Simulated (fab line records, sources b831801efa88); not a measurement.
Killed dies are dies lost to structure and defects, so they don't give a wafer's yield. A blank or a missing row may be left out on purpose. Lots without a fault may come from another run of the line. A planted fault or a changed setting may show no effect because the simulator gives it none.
fab line records | flow gf180mcu
record lots=13 wafers=39 last_day=35
route steps=602 shown M1@318 V1@335
lots that met no fault: from a run of the same line without faults
start_h: hours from the record's first day to the start of the lot's first wafer shown | wait_h: hours since the lot's step before | " the same as in the row above | L1.1+2: a row that stands for several wafers | - no value, or no start given | * or withheld: withheld | < > ~ a bound
route shown NAME@n: a module of which the file shows steps, and the number in the route of the first | usual: mean/standard deviation of fault-free wafers | same: alike in all rows | chamber/n: place in a boat | sites: the reading at each site | _std_site: their standard deviation | _edge_site: outer sites' mean less inner sites' | radius_mm: how far each site lies from the wafer's centre | mask NAME#n: copy n | behind: the tool/chamber that last shaped the wafer | hold: why the lot was held/for how many hours/how that ended | device: the transistor (n, p or np) that didn't switch | end of line: the same wafers' tests at the end of the route | a step without rows: its recipe alone | killed: dies lost to structure and defects at the first sort, not the wafer's yield | map: a wafer's dies, x killed, . not, _ none there
set.NAME: the setting as run; set.NAME@STEP: as run at that earlier step | model.NAME: the simulator's own value behind a step, which no gauge read
steps of the route over a sample of lots; a table a step, a row a wafer
services: from which hour (start_h, from the record's first day; less than 0 if before it) a tool's chamber was out of use, for how many hours, and why
## steps
# step GF_M1_SPUTTER_03
# recipe material=Ti target_thk_nm=10 substrate_temp_c=300 chamber_pressure_pa=0.3 power_w=3000 time_s=6.7
# usual throttle_valve_pct=30.4/1
# columns lot.wafer tool chamber start_h wait_h throttle_valve_pct
L815.3 pvd_sputter-01 - 366.32 0.0 29.7
L815.4 " - " " 32.1
L815.5 " - " " 30.8
L816.1 pvd_sputter-01 - 378.77 0.0 29.5
L816.2 " - " " 32.0
L816.4 " - " " 30.6
L818.1 pvd_sputter-01 - 410.19 0.0 29.7
L818.2 " - " " 30.2
L818.4 " - " " 30.6
L821.2 pvd_sputter-01 - 432.77 0.0 30.6
L821.3 " - " " 29.8
L821.6 " - " " 32.0
L824.1 pvd_sputter-01 - 457.87 0.0 30.5
L824.2 " - " " 30.7
L824.6 " - " " 30.6
L825.1 pvd_sputter-01 - 465.86 0.0 30.5
L825.2 " - " " 29.8
L825.3 " - " " 31.8
L832.1 pvd_sputter-01 - 522.58 0.0 30.6
L832.2 " - " " 29.7
L832.5 " - " " 30.4
L833.1 pvd_sputter-04 - 531.68 0.0 30.1
L833.5 " - " " 28.0
L833.6 " - " " 29.9
L834.1 pvd_sputter-04 - 534.77 0.0 28.0
L834.2 " - " " 29.9
L834.5 " - " " 29.9
L835.1 pvd_sputter-02 - 547.00 0.0 29.3
L835.2 " - " " 31.6
L835.4 " - " " 29.2
L836.3 pvd_sputter-02 - 553.86 0.0 31.2
L836.4 " - " " 31.4
L836.6 " - " " 31.2
L837.1 pvd_sputter-02 - 565.87 0.0 29.3
L837.4 " - " " 31.4
L837.5 " - " " 29.1
L838.2 pvd_sputter-01 - 576.09 0.0 30.8
L838.4 " - " " 30.3
L838.6 " - " " 29.7
# step GF_M1_OVL_MEAS_15
# usual M1_OVL=3/5
# columns lot.wafer tool chamber start_h wait_h M1_OVL[nm]
L815.3 overlay-01 - 390.07 0.1 -1
L815.4 " - " " 4
L815.5 " - " " 2
L816.1 overlay-02 - 402.16 0.1 1
L816.2 " - " " 3
L816.4 " - " " 2
L818.1 overlay-02 - 434.67 0.1 7
L818.2 " - " " 15
L818.4 " - " " 10
L821.2 overlay-01 - 457.81 0.1 1
L821.3 " - " " 6
L821.6 " - " " 1
L824.1 overlay-01 - 483.03 0.1 0
L824.2 " - " " 3
L824.6 " - " " 4
L825.1 overlay-02 - 490.30 0.1 9
L825.2 " - " " 9
L825.3 " - " " 15
L832.1 overlay-01 - 545.12 0.1 1
L832.2 " - " " 3
L832.5 " - " " 3
L833.1 overlay-02 - 554.06 0.1 -4
L833.5 " - " " 4
L833.6 " - " " -4
L834.1 overlay-01 - 557.22 0.1 0
L834.2 " - " " 2
L834.5 " - " " -6
L835.1 overlay-01 - 569.75 0.1 -8
L835.2 " - " " -6
L835.4 " - " " -5
L836.3 overlay-02 - 576.82 0.1 -2
L836.4 " - " " -4
L836.6 " - " " 4
L837.1 overlay-02 - 587.85 0.1 12
L837.4 " - " " 6
L837.5 " - " " 14
L838.2 overlay-01 - 598.61 0.1 4
L838.4 " - " " 9
L838.6 " - " " 4
# step GF_V1_CVD_00
# recipe material=SiO2 target_thk_nm=600 sigma_open_frac=0.3 temp_c=400 time_s=100 sih4_flow_sccm=60 pressure_mtorr=6
# usual sih4_flow_sccm=60.00/0.18
# columns lot.wafer tool chamber start_h wait_h sih4_flow_sccm
L815.3 hdpcvd-02 1 390.79 0.0 59.87
L815.4 " 0 " " 59.68
L815.5 " 1 " " 59.57
L816.1 hdpcvd-01 1 402.86 0.0 60.17
L816.2 " 2 " " 60.08
L816.4 " 1 " " 60.18
L818.1 hdpcvd-02 2 435.42 0.0 60.00
L818.2 " 0 " " 60.01
L818.4 " 2 " " 60.31
L821.2 hdpcvd-02 0 458.50 0.0 48.00
L821.3 " 1 " " 47.90
L821.6 " 0 " " 48.01
L824.1 hdpcvd-02 1 483.87 0.0 48.10
L824.2 " 2 " " 48.15
L824.6 " 1 " " 47.80
L825.1 hdpcvd-01 1 491.13 0.0 60.08
L825.2 " 2 " " 59.76
L825.3 " 0 " " 60.01
L832.1 hdpcvd-01 0 545.85 0.0 59.75
L832.2 " 2 " " 60.37
L832.5 " 1 " " 60.15
L833.1 hdpcvd-02 1 554.76 0.0 59.71
L833.5 " 1 " " 59.81
L833.6 " 2 " " 60.24
L834.1 hdpcvd-01 2 557.95 0.0 59.99
L834.2 " 0 " " 60.01
L834.5 " 0 " " 60.39
L835.1 hdpcvd-02 1 570.45 0.0 60.19
L835.2 " 2 " " 59.83
L835.4 " 1 " " 60.20
L836.3 hdpcvd-02 1 577.51 0.0 59.70
L836.4 " 1 " " 59.86
L836.6 " 2 " " 60.01
L837.1 hdpcvd-01 1 588.55 0.0 59.94
L837.4 " 0 " " 59.74
L837.5 " 2 " " 59.83
L838.2 hdpcvd-01 1 599.33 0.0 59.78
L838.4 " 2 " " 60.31
L838.6 " 1 " " 60.00
# step GF_V1_THK_MEAS_01
# recipe reads=SiO2_of_V1_CVD_00
# usual V1_CVD_00_THK=599/8
# columns lot.wafer tool chamber start_h wait_h V1_CVD_00_THK[nm]
L815.3 film_metro-02 - 390.88 0.1 607
L815.4 " - " " 609
L815.5 " - " " 610
L816.1 film_metro-01 - 402.93 0.0 595
L816.2 " - " " 600
L816.4 " - " " 602
L818.1 film_metro-04 - 435.49 0.0 593
L818.2 " - " " 612
L818.4 " - " " 599
L821.2 film_metro-01 - 458.59 0.0 489
L821.3 " - " " 482
L821.6 " - " " 493
L824.1 film_metro-02 - 483.94 0.0 479
L824.2 " - " " 474
L824.6 " - " " 479
L825.1 film_metro-02 - 491.20 0.0 607
L825.2 " - " " 594
L825.3 " - " " 599
L832.1 film_metro-04 - 545.92 0.0 602
L832.2 " - " " 584
L832.5 " - " " 597
L833.1 film_metro-04 - 554.87 0.1 592
L833.5 " - " " 592
L833.6 " - " " 594
L834.1 film_metro-01 - 558.02 0.0 595
L834.2 " - " " 601
L834.5 " - " " 605
L835.1 film_metro-02 - 570.52 0.0 596
L835.2 " - " " 596
L835.4 " - " " 599
L836.3 film_metro-04 - 577.60 0.1 584
L836.4 " - " " 591
L836.6 " - " " 586
L837.1 film_metro-04 - 588.62 0.0 600
L837.4 " - " " 599
L837.5 " - " " 590
L838.2 film_metro-04 - 599.41 0.0 607
L838.4 " - " " 591
L838.6 " - " " 608
# step GF_V1_THK_MEAS_03
# recipe reads=SiO2_of_V1_CVD_02
# usual V1_CVD_02_THK=839/13
# columns lot.wafer tool chamber start_h wait_h V1_CVD_02_THK[nm]
L815.3 film_metro-04 - 391.01 0.1 835
L815.4 " - " " 839
L815.5 " - " " 847
L816.1 film_metro-04 - 403.10 0.1 836
L816.2 " - " " 837
L816.4 " - " " 847
L818.1 film_metro-02 - 435.62 0.0 846
L818.2 " - " " 848
L818.4 " - " " 862
L821.2 film_metro-04 - 458.72 0.0 831
L821.3 " - " " 822
L821.6 " - " " 843
L824.1 film_metro-04 - 484.07 0.0 816
L824.2 " - " " 836
L824.6 " - " " 856
L825.1 film_metro-01 - 491.33 0.0 827
L825.2 " - " " 835
L825.3 " - " " 820
L832.1 film_metro-01 - 546.05 0.0 817
L832.2 " - " " 834
L832.5 " - " " 825
L833.1 film_metro-02 - 555.00 0.0 841
L833.5 " - " " 862
L833.6 " - " " 850
L834.1 film_metro-02 - 558.15 0.0 827
L834.2 " - " " 832
L834.5 " - " " 859
L835.1 film_metro-01 - 570.65 0.0 828
L835.2 " - " " 811
L835.4 " - " " 842
L836.3 film_metro-01 - 577.73 0.1 831
L836.4 " - " " 854
L836.6 " - " " 838
L837.1 film_metro-01 - 588.75 0.0 817
L837.4 " - " " 836
L837.5 " - " " 831
L838.2 film_metro-02 - 599.54 0.0 834
L838.4 " - " " 854
L838.6 " - " " 852
## services
# columns tool chamber start_h hours kind
hdpcvd-02 2 371.53 23.2 repair
pvd_sputter-04 - 388.84 2.7 repair
pvd_sputter-02 - 391.26 1.4 repair
pvd_sputter-04 - 440.73 7.0 repair
pvd_sputter-02 - 462.48 3.7 repair
hdpcvd-01 - 477.56 2.8 pm
pvd_sputter-02 - 486.95 2.6 repair
pvd_sputter-02 - 489.36 2.1 repair
pvd_sputter-02 - 496.24 5.2 repair
pvd_sputter-02 - 502.87 2.3 repair
pvd_sputter-04 - 504.75 5.1 repair
pvd_sputter-01 1 505.54 - consumable_replace:kit
pvd_sputter-01 1 505.54 18.0 scheduled_down
pvd_sputter-01 1 505.54 18.0 vent_cycle
hdpcvd-02 - 539.25 15.0 pm
hdpcvd-02 0 539.25 15.6 vent_cycle
hdpcvd-02 1 539.25 15.0 vent_cycle
hdpcvd-02 2 539.25 15.0 vent_cycle
hdpcvd-02 0 546.86 8.0 repair
hdpcvd-02 0 554.25 - clean
hdpcvd-02 1 554.25 - clean
pvd_sputter-02 - 573.06 2.3 repair
pvd_sputter-01 - 584.33 3.7 repair
pvd_sputter-04 - 599.09 25.5 repair
## key
first_sign step=GF_V1_CVD_00 reading=sih4_flow_sccm direction=down sigmas=65 usual=60.00 struck=47.99
effect step=GF_V1_THK_MEAS_01 reading=V1_CVD_00_THK direction=down sigmas=15 usual=599 struck=483
met_at GF_V1_CVD_00
struck_lots L821,L824
not_acting_at GF_M1_SPUTTER_03,GF_M1_OVL_MEAS_15,GF_V1_THK_MEAS_03
onset_between 435.42 458.50
fault kind=process_parameter_drift tool=hdpcvd-02 chamber=- onset_h=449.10 steps=GF_V1_CVD_00 channel=sih4_flow_sccm offset=-12 shape=step end_h=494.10 acts_in=these_recipes_only stated=60
